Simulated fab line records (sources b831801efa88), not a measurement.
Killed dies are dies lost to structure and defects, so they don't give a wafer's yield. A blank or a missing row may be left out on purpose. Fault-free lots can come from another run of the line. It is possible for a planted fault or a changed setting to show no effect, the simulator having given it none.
fab line records ; flow sfq_line
[record] lots = 7; wafers = 21; last_day = 75
route steps=325 shown R5@220 I5@228
lots that met no fault: taken from a fault-free run of the same line
start_h: the number of hours between the record's first day and the start of the first shown wafer of the lot ; wait_h: hours since the lot's step before ; " same as the row above ; L1.1+2: a single row standing in for several wafers ; - value missing, or start not given ; * or withheld: withheld ; < > ~ a bound
route shown NAME@n: NAME is a module with steps in the file, n the number in the route of the first one ; usual: mean/standard deviation of fault-free wafers ; same: alike in all rows ; chamber/n: place in a boat ; sites: the reading at each site ; _std_site: the values' standard deviation ; _edge_site: inner sites' mean taken away from outer sites' mean ; radius_mm: how far each site lies from the wafer's centre ; mask NAME#n: copy n ; behind: tool/chamber where the wafer was last shaped ; hold: reason for holding the lot/hours on hold/outcome of the hold ; device: whichever transistor did not switch (one of n, p or np) ; end of line: the same wafers' tests at the end of the route ; a step without rows: its recipe alone ; killed: count of dies lost to structure and defects at first sort (not the wafer's yield) ; map: per-die view of a wafer (x killed, . not killed, _ where there is no die)
set.NAME: setting as actually run; set.NAME@STEP: the setting as run at that earlier step ; model.NAME: the simulator's own value behind a step, which no gauge read
lots seen at some steps along the route; tables by step, rows by wafer
services: from which hour (start_h, from the record's first day; less than 0 if before it) a tool's chamber was out of use, for how many hours, and why
[[steps]]
[step SFQ_TRILAYER_R5_LITHO_EXPOSE_137]
[recipe] mask_id = R5; na = 0.6; source_shape = conventional; sigma_outer = 0.65; target_cd_nm = 500; dose_mj = 14.4
[step SFQ_TRILAYER_R5_LITHO_PEB_139]
[recipe] peb_temp_c = 115; peb_time_s = 60; resist = KrF
[step SFQ_TRILAYER_R5_LITHO_DEVELOP_138]
[recipe] time_s = 60; resist = KrF
[step SFQ_R5_OVL_MEAS_935]
[usual] R5_OVL = 1/5.1
lot.wafer;tool;chamber;start_h;wait_h;R5_OVL[nm]
L908.4;overlay-02;-;1129.77;0.1;-2
L908.5;overlay-02;-;1129.77;0.1;-7
L908.6;overlay-02;-;1129.77;0.1;-7
L910.3;overlay-02;-;1154.10;0.1;3
L910.4;overlay-02;-;1154.10;0.1;4
L910.6;overlay-02;-;1154.10;0.1;3
L916.2;overlay-02;-;1204.04;0.1;2
L916.3;overlay-02;-;1204.04;0.1;1
L916.4;overlay-02;-;1204.04;0.1;-1
L917.2;overlay-02;-;1205.24;0.1;0
L917.3;overlay-02;-;1205.24;0.1;1
L917.6;overlay-02;-;1205.24;0.1;0
L918.4;overlay-02;-;1341.00;0.1;-6
L918.5;overlay-02;-;1341.00;0.1;-6
L918.6;overlay-02;-;1341.00;0.1;-11
L927.2;overlay-02;-;1493.63;0.1;-5
L927.4;overlay-02;-;1493.63;0.1;-5
L927.5;overlay-02;-;1493.63;0.1;-5
L929.4;overlay-02;-;1533.24;0.1;-5
L929.5;overlay-02;-;1533.24;0.1;-4
L929.6;overlay-02;-;1533.24;0.1;2
[step SFQ_TRILAYER_R5_BARC_OPEN_METAL_ETCH_177]
[recipe] mask_material = PR; chemistry = O2; target_depth_nm = 125; target = BARC; icp_w = 600; bias_w = 80; pressure_mtorr = 10; time_s = 41.7
[usual] drypump_motor_current_A = 5.92/0.27; oes_product_au = 0.685/0.0048
lot.wafer;tool;chamber;start_h;wait_h;drypump_motor_current_A;oes_product_au;rf_hours_counter_h
L908.4;rie_metal-03;1;1129.80;0.0;5.97;0.679;-
L908.5;rie_metal-03;0;1129.80;0.0;5.87;0.679;-
L908.6;rie_metal-03;1;1129.80;0.0;5.96;0.687;-
L910.3;rie_metal-04;1;1154.14;0.0;5.41;0.682;-
L910.4;rie_metal-04;0;1154.14;0.0;6.41;0.683;-
L910.6;rie_metal-04;1;1154.14;0.0;5.42;0.680;-
L916.2;rie_metal-01;1;1204.07;0.0;5.84;0.678;19
L916.3;rie_metal-01;1;1204.07;0.0;5.85;0.689;-
L916.4;rie_metal-01;0;1204.07;0.0;5.76;0.687;-
L917.2;rie_metal-03;0;1205.27;0.0;5.83;0.682;75
L917.3;rie_metal-03;0;1205.27;0.0;5.84;0.678;-
L917.6;rie_metal-03;1;1205.27;0.0;5.96;0.673;-
L918.4;rie_metal-01;0;1341.04;0.0;5.77;0.685;-
L918.5;rie_metal-01;1;1341.04;0.0;5.88;0.682;-
L918.6;rie_metal-01;0;1341.04;0.0;5.78;0.690;-
L927.2;rie_metal-03;0;1493.66;0.0;5.84;0.678;113
L927.4;rie_metal-03;0;1493.66;0.0;5.81;0.681;-
L927.5;rie_metal-03;0;1493.66;0.0;5.84;0.687;-
L929.4;rie_metal-01;0;1533.32;0.1;5.76;0.690;-
L929.5;rie_metal-01;0;1533.32;0.1;5.75;0.689;-
L929.6;rie_metal-01;0;1533.32;0.1;5.78;0.685;-
[step SFQ_TRILAYER_R5_ETCH_METAL_ETCH_139]
[recipe] stop_on = SiO2; mask_material = PR; chemistry = Cl2; target_depth_nm = 60; icp_w = 600; bias_w = 80; pressure_mtorr = 10; time_s = 40
[usual] drypump_motor_current_A = 5.92/0.27; oes_product_au = 0.990/0.006
lot.wafer;tool;chamber;start_h;wait_h;drypump_motor_current_A;oes_product_au;rf_hours_counter_h
L908.4;rie_metal-03;1;1129.86;0.0;5.97;0.995;-
L908.5;rie_metal-03;0;1129.86;0.0;5.82;0.987;-
L908.6;rie_metal-03;1;1129.86;0.0;5.96;0.986;-
L910.3;rie_metal-04;1;1154.20;0.0;5.40;0.991;-
L910.4;rie_metal-04;0;1154.20;0.0;6.38;0.992;-
L910.6;rie_metal-04;1;1154.20;0.0;5.38;1.003;-
L916.2;rie_metal-01;1;1204.13;0.0;5.86;0.995;19
L916.3;rie_metal-01;1;1204.13;0.0;5.86;0.987;-
L916.4;rie_metal-01;0;1204.13;0.0;5.77;0.971;-
L917.2;rie_metal-03;0;1205.33;0.0;5.81;0.991;75
L917.3;rie_metal-03;0;1205.33;0.0;5.82;0.984;-
L917.6;rie_metal-03;1;1205.33;0.0;5.95;0.982;-
L918.4;rie_metal-01;0;1341.09;0.0;5.76;0.978;-
L918.5;rie_metal-01;1;1341.09;0.0;5.86;0.991;-
L918.6;rie_metal-01;0;1341.09;0.0;5.77;0.981;-
L927.2;rie_metal-03;0;1493.72;0.0;5.85;0.995;113
L927.4;rie_metal-03;0;1493.72;0.0;5.77;0.994;-
L927.5;rie_metal-03;0;1493.72;0.0;5.81;0.992;-
L929.4;rie_metal-01;0;1533.44;0.1;5.75;0.993;-
L929.5;rie_metal-01;0;1533.44;0.1;5.75;0.997;-
L929.6;rie_metal-01;0;1533.44;0.1;5.76;0.990;-
[step SFQ_TRILAYER_R5_STRIP_STRIP_140]
[recipe] gas = O2; power_w = 200; platen_temp_c = 40; overash_fraction = 0.65; chemistry = O2; pressure_mtorr = 50
[usual] drypump_motor_current_A = 5.92/0.27; oes_product_au = 0.998/0.008
lot.wafer;tool;chamber;start_h;wait_h;drypump_motor_current_A;oes_product_au;rf_hours_counter_h
L908.4;rie_metal-03;1;1130.10;0.2;5.98;0.989;-
L908.5;rie_metal-03;0;1130.10;0.2;5.85;0.992;-
L908.6;rie_metal-03;1;1130.10;0.2;5.97;0.989;-
L910.3;rie_metal-04;1;1154.44;0.2;5.42;1.012;-
L910.4;rie_metal-04;0;1154.44;0.2;6.42;1.010;-
L910.6;rie_metal-04;1;1154.44;0.2;5.42;1.004;-
L916.2;rie_metal-01;1;1204.19;0.0;5.86;1.003;19
L916.3;rie_metal-01;1;1204.19;0.0;5.85;1.000;-
L916.4;rie_metal-01;0;1204.19;0.0;5.75;0.988;-
L917.2;rie_metal-03;0;1205.39;0.0;5.87;1.010;75
L917.3;rie_metal-03;0;1205.39;0.0;5.82;0.994;-
L917.6;rie_metal-03;1;1205.39;0.0;5.97;0.995;-
L918.4;rie_metal-01;0;1341.33;0.2;5.76;0.986;-
L918.5;rie_metal-01;1;1341.33;0.2;5.84;1.005;-
L918.6;rie_metal-01;0;1341.33;0.2;5.77;0.984;-
L927.2;rie_metal-03;0;1493.78;0.0;5.85;1.017;113
L927.4;rie_metal-03;0;1493.78;0.0;5.86;1.007;-
L927.5;rie_metal-03;0;1493.78;0.0;5.89;1.009;-
L929.4;rie_metal-01;0;1534.10;0.6;5.76;0.998;-
L929.5;rie_metal-01;0;1534.10;0.6;5.76;0.997;-
L929.6;rie_metal-01;0;1534.10;0.6;5.75;1.007;-
[step SFQ_TRILAYER_R5_STRIP_SOLV_CLEAN_141]
[recipe] chemistry = NMP; temp_c = 70; time_s = 600
[step SFQ_TRILAYER_A5C_DEP_PECVD_142]
[recipe] material = SiO2; temp_c = 150; time_s = 15.556; pressure_torr = 2.4; rf_w = 183.3; precursor = SiH4/N2O; target_thk_nm = 70
[usual] heater_power_w = 89/17; throttle_valve_pct = 25.1/1.2
lot.wafer;tool;chamber;start_h;wait_h;heater_power_w;throttle_valve_pct
L908.4;pecvd-01;0;1130.69;0.0;78;24.4
L908.5;pecvd-01;1;1130.69;0.0;74;23.4
L908.6;pecvd-01;2;1130.69;0.0;72;24.2
L910.3;pecvd-03;1;1155.01;0.0;74;26.2
L910.4;pecvd-03;2;1155.01;0.0;100;25.0
L910.6;pecvd-03;0;1155.01;0.0;88;23.5
L916.2;pecvd-01;1;1205.14;0.0;78;23.8
L916.3;pecvd-01;2;1205.14;0.0;80;24.8
L916.4;pecvd-01;0;1205.14;0.0;85;24.3
L917.2;pecvd-03;2;1206.16;0.0;106;25.1
L917.3;pecvd-03;1;1206.16;0.0;80;26.7
L917.6;pecvd-03;2;1206.16;0.0;103;25.2
L918.4;pecvd-02;0;1341.92;0.0;96;27.1
L918.5;pecvd-02;2;1341.92;0.0;131;25.1
L918.6;pecvd-02;1;1341.92;0.0;76;25.4
L927.2;pecvd-02;0;1494.55;0.0;101;27.9
L927.4;pecvd-02;2;1494.55;0.0;126;25.1
L927.5;pecvd-02;1;1494.55;0.0;75;26.1
L929.4;pecvd-03;2;1534.88;0.0;97;24.9
L929.5;pecvd-03;0;1534.88;0.0;98;23.7
L929.6;pecvd-03;1;1534.88;0.0;80;26.6
[step SFQ_TRILAYER_I5_LITHO_COAT_149]
[recipe] resist = BARC; spin_rpm = 3000; resist_thk_nm = 62
[step SFQ_TRILAYER_I5_LITHO_COAT_144]
[recipe] resist = KrF; spin_rpm = 3000; resist_thk_nm = 650
[step SFQ_TRILAYER_I5_LITHO_SOFTBAKE_148]
[recipe] temp_c = withheld; time_s = withheld; resist = KrF
[step SFQ_TRILAYER_I5_LITHO_EXPOSE_145]
[recipe] mask_id = I5; na = 0.6; source_shape = conventional; sigma_outer = 0.65; target_cd_nm = 700; dose_mj = 21.3
[usual] exposure_dose_mJ_cm2 = 21.298/0.023; reticle_temp_C = 23.00/0.11
lot.wafer;tool;chamber;start_h;wait_h;mask;exposure_dose_mJ_cm2;reticle_temp_C
L908.4;krf_scanner-02;0;1171.36;-;I5#0;21.287;22.82
L908.5;krf_scanner-02;0;1171.36;-;I5#0;21.280;22.90
L908.6;krf_scanner-02;0;1171.36;-;I5#0;21.277;23.05
L910.3;krf_scanner-02;0;1181.96;-;I5#0;21.323;22.83
L910.4;krf_scanner-02;0;1181.96;-;I5#0;21.337;22.84
L910.6;krf_scanner-02;0;1181.96;-;I5#0;21.280;22.81
L916.2;krf_scanner-02;0;1238.54;-;I5#0;20.821;23.11
L916.3;krf_scanner-02;0;1238.54;-;I5#0;20.848;23.03
L916.4;krf_scanner-02;0;1238.54;-;I5#0;20.849;23.15
L917.2;krf_scanner-02;0;1239.74;-;I5#0;20.847;22.92
L917.3;krf_scanner-02;0;1239.74;-;I5#0;20.823;22.82
L917.6;krf_scanner-02;0;1239.74;-;I5#0;20.834;22.88
L918.4;krf_scanner-02;0;1413.83;-;I5#0;20.831;23.00
L918.5;krf_scanner-02;0;1413.83;-;I5#0;20.825;23.02
L918.6;krf_scanner-02;0;1413.83;-;I5#0;20.875;22.99
L927.2;krf_scanner-01;0;1495.65;-;I5#0;21.309;22.96
L927.4;krf_scanner-01;0;1495.65;-;I5#0;21.265;23.08
L927.5;krf_scanner-01;0;1495.65;-;I5#0;21.273;23.00
L929.4;krf_scanner-01;0;1536.25;-;I5#0;21.367;22.98
L929.5;krf_scanner-01;0;1536.25;-;I5#0;21.309;22.99
L929.6;krf_scanner-01;0;1536.25;-;I5#0;21.296;23.06
[step SFQ_TRILAYER_I5_LITHO_PEB_147]
[recipe] peb_temp_c = 115; peb_time_s = 60; resist = KrF
[step SFQ_TRILAYER_I5_LITHO_DEVELOP_146]
[recipe] time_s = 60; resist = KrF
[step SFQ_I5_OVL_MEAS_936]
[usual] I5_OVL = 2/5.8
lot.wafer;tool;chamber;start_h;wait_h;I5_OVL[nm]
L908.4;overlay-01;-;1172.27;0.1;-3
L908.5;overlay-01;-;1172.27;0.1;5
L908.6;overlay-01;-;1172.27;0.1;3
L910.3;overlay-01;-;1183.07;0.1;-6
L910.4;overlay-01;-;1183.07;0.1;-3
L910.6;overlay-01;-;1183.07;0.1;-1
L916.2;overlay-02;-;1239.84;0.1;6
L916.3;overlay-02;-;1239.84;0.1;2
L916.4;overlay-02;-;1239.84;0.1;6
L917.2;overlay-02;-;1241.04;0.1;2
L917.3;overlay-02;-;1241.04;0.1;-3
L917.6;overlay-02;-;1241.04;0.1;-3
L918.4;overlay-01;-;1414.75;0.1;-5
L918.5;overlay-01;-;1414.75;0.1;-1
L918.6;overlay-01;-;1414.75;0.1;0
L927.2;overlay-01;-;1496.96;0.1;-6
L927.4;overlay-01;-;1496.96;0.1;-7
L927.5;overlay-01;-;1496.96;0.1;-6
L929.4;overlay-02;-;1537.16;0.1;-2
L929.5;overlay-02;-;1537.16;0.1;1
L929.6;overlay-02;-;1537.16;0.1;-3
[step SFQ_TRILAYER_I5_BARC_OPEN_VIA_ETCH_200]
[recipe] mask_material = PR; chemistry = O2; target_depth_nm = 125; target = BARC; source_w = 500; bias_w = 80; pressure_mtorr = 30; time_s = 41.7
[usual] drypump_motor_current_A = 5.4/0.39; oes_product_au = 0.685/0.0041
lot.wafer;tool;chamber;start_h;wait_h;drypump_motor_current_A;oes_product_au;rf_hours_counter_h;model.I5.cd_nm
L908.4;rie_diel-04;2;1172.29;0.0;5.3;0.682;6;699.2
L908.5;rie_diel-04;0;1172.29;0.0;5.0;0.684;-;701.2
L908.6;rie_diel-04;3;1172.29;0.0;4.9;0.679;-;699.4
L910.3;rie_diel-01;1;1183.09;0.0;5.1;0.682;6;699.8
L910.4;rie_diel-01;0;1183.09;0.0;5.1;0.683;7;698.2
L910.6;rie_diel-01;0;1183.09;0.0;5.2;0.685;-;699.5
L916.2;rie_diel-04;0;1239.87;0.0;5.0;0.690;20;697.1
L916.3;rie_diel-04;1;1239.87;0.0;5.8;0.681;13;697.1
L916.4;rie_diel-04;2;1239.87;0.0;5.4;0.688;7;695.8
L917.2;rie_diel-01;2;1241.07;0.0;5.6;0.689;22;697.5
L917.3;rie_diel-01;1;1241.07;0.0;5.1;0.688;7;695.7
L917.6;rie_diel-01;0;1241.07;0.0;5.2;0.686;-;694.3
L918.4;rie_diel-01;2;1414.77;0.0;5.6;0.682;24;697.5
L918.5;rie_diel-01;0;1414.77;0.0;5.2;0.691;-;696
L918.6;rie_diel-01;1;1414.77;0.0;5.1;0.677;-;696.3
L927.2;rie_diel-01;1;1496.99;0.0;5.1;0.691;11;699.8
L927.4;rie_diel-01;3;1496.99;0.0;5.4;0.687;-;699.4
L927.5;rie_diel-01;1;1496.99;0.0;5.1;0.687;-;700.2
L929.4;rie_diel-03;2;1537.18;0.0;5.5;0.695;20;698.8
L929.5;rie_diel-03;1;1537.18;0.0;5.4;0.694;-;698
L929.6;rie_diel-03;0;1537.18;0.0;6.0;0.688;-;698.8
[step SFQ_TRILAYER_I5_ETCH_VIA_ETCH_147]
[recipe] stop_on = Nb; mask_material = PR; chemistry = CHF3; target_depth_nm = 360; source_w = 500; bias_w = 80; pressure_mtorr = 30; time_s = withheld
[usual] drypump_motor_current_A = 5.4/0.39; oes_product_au = 0.990/0.0056
lot.wafer;tool;chamber;start_h;wait_h;drypump_motor_current_A;oes_product_au
L908.4;rie_diel-04;2;1172.33;0.0;5.3;0.993
L908.5;rie_diel-04;0;1172.33;0.0;4.9;0.989
L908.6;rie_diel-04;3;1172.33;0.0;4.9;0.992
L910.3;rie_diel-01;1;1183.13;0.0;5.1;0.993
L910.4;rie_diel-01;0;1183.13;0.0;5.2;0.982
L910.6;rie_diel-01;0;1183.13;0.0;5.2;0.985
L916.2;rie_diel-04;0;1239.91;0.0;5.0;0.990
L916.3;rie_diel-04;1;1239.91;0.0;5.8;0.990
L916.4;rie_diel-04;2;1239.91;0.0;5.3;0.988
L917.2;rie_diel-01;2;1241.11;0.0;5.6;0.987
L917.3;rie_diel-01;1;1241.11;0.0;5.2;0.985
L917.6;rie_diel-01;0;1241.11;0.0;5.2;0.984
L918.4;rie_diel-01;2;1414.81;0.0;5.6;0.983
L918.5;rie_diel-01;0;1414.81;0.0;5.2;0.991
L918.6;rie_diel-01;1;1414.81;0.0;5.1;0.997
L927.2;rie_diel-01;1;1497.03;0.0;5.1;0.992
L927.4;rie_diel-01;3;1497.03;0.0;5.4;0.989
L927.5;rie_diel-01;1;1497.03;0.0;5.1;0.991
L929.4;rie_diel-03;2;1537.22;0.0;5.5;0.985
L929.5;rie_diel-03;1;1537.22;0.0;5.4;0.992
L929.6;rie_diel-03;0;1537.22;0.0;6.0;1.000
[[services]]
tool;chamber;start_h;hours;kind
krf_scanner-02;-;1115.16;0.8;pm
rie_diel-01;1;1131.16;16.0;repair
krf_scanner-02;-;1140.46;3.9;repair
rie_diel-01;-;1144.05;0.7;repair
rie_diel-01;1;1154.72;3.8;repair
rie_metal-03;-;1169.47;1.4;pm
rie_diel-01;-;1194.55;0.4;repair
rie_diel-04;-;1211.96;0.7;repair
rie_diel-04;2;1213.16;17.4;repair
rie_diel-01;1;1233.46;2.1;repair
krf_scanner-02;-;1237.34;1.0;pm
krf_scanner-02;-;1248.39;3.6;pm
krf_scanner-02;-;1254.34;0.8;pm
rie_diel-01;2;1268.15;6.3;repair
krf_scanner-02;-;1274.96;1.3;pm
rie_diel-01;3;1313.34;5.7;repair
krf_scanner-02;-;1337.83;72.0;pm
rie_diel-01;3;1346.42;4.7;repair
krf_scanner-02;-;1409.83;1.0;pm
krf_scanner-02;-;1450.21;1.3;pm
rie_diel-01;-;1452.44;14.6;pm
rie_diel-01;2;1481.55;3.1;repair
rie_metal-01;1;1531.44;5.1;repair
rie_diel-01;-;1535.24;1.2;repair
[[key]]
[first_sign] step = SFQ_TRILAYER_I5_LITHO_EXPOSE_145; reading = exposure_dose_mJ_cm2; direction = down; sigmas = 20; usual = 21.298; struck = 20.839
effect none on later readings
[model_effect] step = SFQ_TRILAYER_I5_BARC_OPEN_VIA_ETCH_200; value = I5.cd_nm; without = 699.9; struck = 696.4
met_at SFQ_TRILAYER_I5_LITHO_EXPOSE_145
struck_wafers L916.2,L916.3,L916.4,L917.2,L917.3,L917.6,L918.4,L918.5,L918.6
onset_between 1181.96 1238.54
[fault] kind = process_parameter_drift; tool = krf_scanner-02; chamber = -; onset_h = 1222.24; steps = SFQ_TRILAYER_I5_LITHO_EXPOSE_145; channel = dose_mj; offset = -0.45811; shape = step; acts_in = these_recipes_only; stated = 21.3
